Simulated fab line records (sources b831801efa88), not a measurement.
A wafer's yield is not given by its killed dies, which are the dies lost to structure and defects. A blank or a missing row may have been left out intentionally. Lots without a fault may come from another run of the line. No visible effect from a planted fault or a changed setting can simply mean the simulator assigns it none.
Chamber matching / flow gf180mcu / 4 sister chambers for GF_V2_CMP_26 on cmp-01
The step polishes, stops on SiO2, t overpolish 15 s, target thk 0 nm. 8 wafers are shown with their chamber, then 7 later ones without.

== WAFERS, EACH WITH ITS CHAMBER ==
wafer=L227.5; chamber=0; motor current A (A)=11.1; time to endpoint s (s)=90
wafer=L227.6; chamber=3; motor current A (A)=13.4; time to endpoint s (s)=86
wafer=L243.3; chamber=3; motor current A (A)=13.3; time to endpoint s (s)=82
wafer=L244.3; chamber=2; motor current A (A)=10.8; time to endpoint s (s)=86
wafer=L244.5; chamber=1; motor current A (A)=11.1; time to endpoint s (s)=81
wafer=L244.6; chamber=2; motor current A (A)=10.6; time to endpoint s (s)=89
wafer=L246.1; chamber=1; motor current A (A)=10.9; time to endpoint s (s)=80
wafer=L246.4; chamber=0; motor current A (A)=11.2; time to endpoint s (s)=87

== WAFERS WITH NO CHAMBER GIVEN ==
wafer=L246.5; motor current A (A)=10.4; time to endpoint s (s)=87
wafer=L248.1; motor current A (A)=13.5; time to endpoint s (s)=87
wafer=L248.3; motor current A (A)=10.8; time to endpoint s (s)=88
wafer=L248.6; motor current A (A)=10.7; time to endpoint s (s)=81
wafer=L250.1; motor current A (A)=13.5; time to endpoint s (s)=91
wafer=L250.3; motor current A (A)=11.0; time to endpoint s (s)=81
wafer=L250.5; motor current A (A)=10.9; time to endpoint s (s)=85

== THE CHAMBER EACH PASSED THROUGH ==
wafer=L246.5; from the rows above=2; in truth=2
wafer=L248.1; from the rows above=3; in truth=3
wafer=L248.3; from the rows above=2; in truth=2
wafer=L248.6; from the rows above=can't be placed: 1 or 2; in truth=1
wafer=L250.1; from the rows above=3; in truth=3
wafer=L250.3; from the rows above=1; in truth=1
wafer=L250.5; from the rows above=can't be placed: 2 or 1 or 0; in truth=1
Placed correctly: 5 of 7. Not placeable from these rows: 2 (in 2, the candidates include the true chamber). 0 placed wrongly.
How it was worked out, from the rows above alone: a wafer's distance from a chamber is the root of the sum, over the readings, of the square of ((its reading less the chamber's mean) divided by the reading's scatter). If the next closest chamber is less than 2 further off than the closest, the wafer can't be placed; otherwise it belongs to the closest. For every chamber, the mean is computed from those of its wafers that are shown. The scatter: take each reading less its chamber's mean, square it, sum over the shown wafers, divide by the number of wafers less the number of chambers, and take the root.
